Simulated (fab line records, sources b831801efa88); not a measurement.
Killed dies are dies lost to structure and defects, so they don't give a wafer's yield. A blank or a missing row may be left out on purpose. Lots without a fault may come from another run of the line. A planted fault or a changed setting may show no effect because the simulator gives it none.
Which tool did it? | flow gf180mcu | 14 lots, 42 wafers sampled, at 4 steps of a route of 602

WHAT THE GAUGES READ, wafer by wafer
The record holds no reading of a measuring or inspecting step that can be judged against a usual standard deviation.

WHICH TOOL RAN EACH LOT (tool, then ch and the chambers of the sampled wafers, then the start)
lot  | GF_V3_STRIP_18                       | GF_V4_ETCH_16                      | GF_MIM_SPUTTER_00            | GF_MIM_SPUTTER_03
L338 | plasma_asher-04 ch 0,1, day 23 00:32 | rie_diel-03 ch 0,2,3, day 25 00:20 | pvd_sputter-01, day 25 01:41 | pvd_sputter-01, day 25 01:51
L339 | plasma_asher-02 ch 0,1, day 23 11:01 | rie_diel-01 ch 2,3, day 25 09:25   | pvd_sputter-02, day 25 10:46 | pvd_sputter-02, day 25 10:56
L340 | plasma_asher-02 ch 0, day 23 16:21   | rie_diel-01 ch 1,2,3, day 25 14:37 | pvd_sputter-03, day 25 15:58 | pvd_sputter-03, day 25 16:07
L341 | plasma_asher-04 ch 0,1, day 23 18:11 | rie_diel-03 ch 0,2,3, day 25 17:20 | pvd_sputter-03, day 25 18:41 | pvd_sputter-03, day 25 18:51
L342 | plasma_asher-02 ch 0,1, day 24 04:06 | rie_diel-03 ch 0,2, day 26 01:37   | pvd_sputter-02, day 26 03:00 | pvd_sputter-02, day 26 03:10
L343 | plasma_asher-04 ch 0,1, day 24 15:46 | rie_diel-01 ch 0,3, day 26 13:25   | pvd_sputter-01, day 26 14:48 | pvd_sputter-01, day 26 14:58
L344 | plasma_asher-04 ch 0,1, day 24 22:56 | rie_diel-01 ch 0,2, day 26 20:24   | pvd_sputter-03, day 26 22:03 | pvd_sputter-03, day 26 22:13
L349 | plasma_asher-04 ch 0,1, day 26 19:05 | rie_diel-03 ch 0,1,2, day 28 12:55 | pvd_sputter-02, day 28 14:16 | pvd_sputter-02, day 28 14:26
L352 | plasma_asher-04 ch 0,1, day 27 09:48 | rie_diel-01 ch 1,2,3, day 29 04:03 | pvd_sputter-03, day 29 05:24 | pvd_sputter-03, day 29 05:34
L354 | plasma_asher-02 ch 0,1, day 28 01:22 | rie_diel-01 ch 2,3, day 29 18:47   | pvd_sputter-02, day 29 20:11 | pvd_sputter-02, day 29 20:20
L356 | plasma_asher-01 ch 0,1, day 28 15:25 | rie_diel-01 ch 0,1,3, day 30 08:38 | pvd_sputter-02, day 30 09:59 | pvd_sputter-02, day 30 10:08
L357 | plasma_asher-02 ch 0,1, day 29 00:09 | rie_diel-01 ch 0,1,3, day 30 16:34 | pvd_sputter-01, day 30 18:07 | pvd_sputter-01, day 30 18:16
L359 | plasma_asher-02 ch 0,1, day 29 13:25 | rie_diel-01 ch 0,1,3, day 31 04:50 | pvd_sputter-02, day 31 06:11 | pvd_sputter-02, day 31 06:20
L360 | plasma_asher-02 ch 1, day 29 14:51   | rie_diel-02 ch 0,1,3, day 31 05:52 | pvd_sputter-03, day 31 07:15 | pvd_sputter-03, day 31 07:25
- GF_V3_STRIP_18: strips in O2/N2.
- GF_V4_ETCH_16: etches BARC in N2/H2.
- GF_MIM_SPUTTER_00: material Ti, target thk 37.5 nm, time 150 s.
- GF_MIM_SPUTTER_03: material Ti, target thk 10 nm, time 6.7 s.

WHAT THE TOOLS THEMSELVES READ (means of the sampled wafers that have a number; where no wafer has one, the mark that the record gives instead)
GF_V3_STRIP_18. Usual: drypump_motor_current_A 5.8 A, standard deviation 0.36; heater_power_w 332 W, standard deviation 24; oes_product_au 0.593 a.u., standard deviation 0.0047; platen_temp_c 250.01 C, standard deviation 0.17.
lot  | tool            | drypump_motor_current_A (A) | heater_power_w (W) | oes_product_au (a.u.) | platen_temp_c (C) | flag
L338 | plasma_asher-04 | 5.5                         | 333                | 0.596                 | 249.85            |
L339 | plasma_asher-02 | 6.1                         | 335                | 0.592                 | 250.00            |
L340 | plasma_asher-02 | 6.1                         | 341                | 0.597                 | 249.83            |
L341 | plasma_asher-04 | 5.4                         | 338                | 0.596                 | 250.01            |
L342 | plasma_asher-02 | 6.0                         | 334                | 0.588                 | 249.93            |
L343 | plasma_asher-04 | 5.4                         | 332                | 0.590                 | 249.96            |
L344 | plasma_asher-04 | 5.4                         | 334                | 0.589                 | 250.14            |
L349 | plasma_asher-04 | 5.5                         | 334                | 0.594                 | 250.05            |
L352 | plasma_asher-04 | 5.4                         | 355                | 0.593                 | 250.02            |
L354 | plasma_asher-02 | 6.0                         | 333                | 0.593                 | 249.82            |
L356 | plasma_asher-01 | 5.5                         | 322                | 0.594                 | 250.04            |
L357 | plasma_asher-02 | 6.0                         | 333                | 0.594                 | 250.12            |
L359 | plasma_asher-02 | 6.0                         | 328                | 0.596                 | 250.03            |
L360 | plasma_asher-02 | 6.0                         | 313                | 0.591                 | 250.17            |

GF_V4_ETCH_16. Usual: drypump_motor_current_A 5.7 A, standard deviation 0.32; oes_product_au 0.855 a.u., standard deviation 0.0047; throttle_valve_pct 13.225 %, standard deviation 0.0086.
lot  | tool        | drypump_motor_current_A (A) | oes_product_au (a.u.) | throttle_valve_pct (%) | flag
L338 | rie_diel-03 | 5.8                         | 0.857                 | 13.221                 |
L339 | rie_diel-01 | 5.9                         | 0.853                 | 13.226                 |
L340 | rie_diel-01 | 5.7                         | 0.857                 | 13.224                 |
L341 | rie_diel-03 | 5.8                         | 0.856                 | 13.229                 |
L342 | rie_diel-03 | 5.6                         | 0.857                 | 13.221                 |
L343 | rie_diel-01 | 5.7                         | 0.853                 | 13.229                 |
L344 | rie_diel-01 | 5.5                         | 0.849                 | 13.227                 |
L349 | rie_diel-03 | 5.8                         | 0.851                 | 13.225                 |
L352 | rie_diel-01 | 5.7                         | 0.851                 | 13.226                 |
L354 | rie_diel-01 | 5.9                         | 0.858                 | 13.225                 |
L356 | rie_diel-01 | 5.5                         | 0.854                 | 13.228                 |
L357 | rie_diel-01 | 5.5                         | 0.856                 | 13.216                 |
L359 | rie_diel-01 | 5.5                         | 0.852                 | 13.225                 |
L360 | rie_diel-02 | 5.8                         | 0.857                 | 13.222                 |

GF_MIM_SPUTTER_00. Usual: cathode_dc_power_W 4000.0 W, standard deviation 0.72; chamber_pressure_pa 2.000 Pa, standard deviation 0.004; throttle_valve_pct 30.1 %, standard deviation 1.1.
lot  | tool           | cathode_dc_power_W (W) | chamber_pressure_pa (Pa) | throttle_valve_pct (%) | flag
L338 | pvd_sputter-01 | 3999.8                 | 2.000                    | 30.8                   |
L339 | pvd_sputter-02 | 4000.4                 | 2.003                    | 30.2                   |
L340 | pvd_sputter-03 | 3999.8                 | 1.999                    | 29.5                   |
L341 | pvd_sputter-03 | -                      | -                        | -                      | OFF
L342 | pvd_sputter-02 | -                      | -                        | -                      | OFF
L343 | pvd_sputter-01 | 3999.6                 | 2.003                    | 30.2                   |
L344 | pvd_sputter-03 | 3999.7                 | 2.001                    | 29.5                   |
L349 | pvd_sputter-02 | 3999.5                 | 1.999                    | 29.5                   |
L352 | pvd_sputter-03 | 4000.6                 | 2.002                    | 29.3                   |
L354 | pvd_sputter-02 | 4000.0                 | 1.994                    | 29.8                   |
L356 | pvd_sputter-02 | 4000.4                 | 2.003                    | 30.8                   |
L357 | pvd_sputter-01 | 4000.2                 | 1.999                    | 31.6                   |
L359 | pvd_sputter-02 | 4000.3                 | 2.003                    | 31.1                   |
L360 | pvd_sputter-03 | 4000.0                 | 1.999                    | 30.0                   |

GF_MIM_SPUTTER_03. Usual: cathode_dc_power_W 3000.0 W, standard deviation 0.57; chamber_pressure_pa 0.2999 Pa, standard deviation 0.00077; throttle_valve_pct 30.1 %, standard deviation 1.1.
lot  | tool           | cathode_dc_power_W (W) | chamber_pressure_pa (Pa) | throttle_valve_pct (%) | flag
L338 | pvd_sputter-01 | 2999.8                 | 0.2999                   | 30.7                   |
L339 | pvd_sputter-02 | 2999.8                 | 0.2997                   | 30.1                   |
L340 | pvd_sputter-03 | 2999.8                 | 0.2999                   | 29.7                   |
L341 | pvd_sputter-03 | 2999.8                 | 0.3000                   | 29.7                   |
L342 | pvd_sputter-02 | 3000.0                 | 0.3000                   | 30.1                   |
L343 | pvd_sputter-01 | 2999.8                 | 0.2991                   | 30.3                   |
L344 | pvd_sputter-03 | 3000.1                 | 0.3001                   | 29.6                   |
L349 | pvd_sputter-02 | 2999.8                 | 0.2992                   | 29.5                   |
L352 | pvd_sputter-03 | 2999.8                 | 0.2997                   | 29.2                   |
L354 | pvd_sputter-02 | 3000.7                 | 0.3000                   | 29.6                   |
L356 | pvd_sputter-02 | 3000.3                 | 0.2997                   | 30.8                   |
L357 | pvd_sputter-01 | 3000.0                 | 0.2995                   | 31.5                   |
L359 | pvd_sputter-02 | 3000.5                 | 0.2996                   | 31.3                   |
L360 | pvd_sputter-03 | 3000.4                 | 0.3005                   | 30.0                   |

THE ANSWER, worked out from the rows above alone
Rule: a lot is off if the mean of its wafers that have a number lies more than 3 standard deviations from the usual mean. A lot without any number at a reading at which 4 lots or more have one is off too. The other lots that the step has rows for count as sound. The gauges are gone through in route order, then the tools' own readings, and for those a lot's mean is taken as printed above. The first step at which some lot is off is used, and at that step the reading that is off furthest; a lot without a number counts as furthest.
Off: L341, L342, at GF_MIM_SPUTTER_00 (cathode_dc_power_W). Without a number there: L341, L342.
A tool fits if, at that step or a process step before it, it ran every lot that is off, and no sound lot after the first of them. None of those tried fits.

WHAT THE SIMULATOR HAD PUT IN
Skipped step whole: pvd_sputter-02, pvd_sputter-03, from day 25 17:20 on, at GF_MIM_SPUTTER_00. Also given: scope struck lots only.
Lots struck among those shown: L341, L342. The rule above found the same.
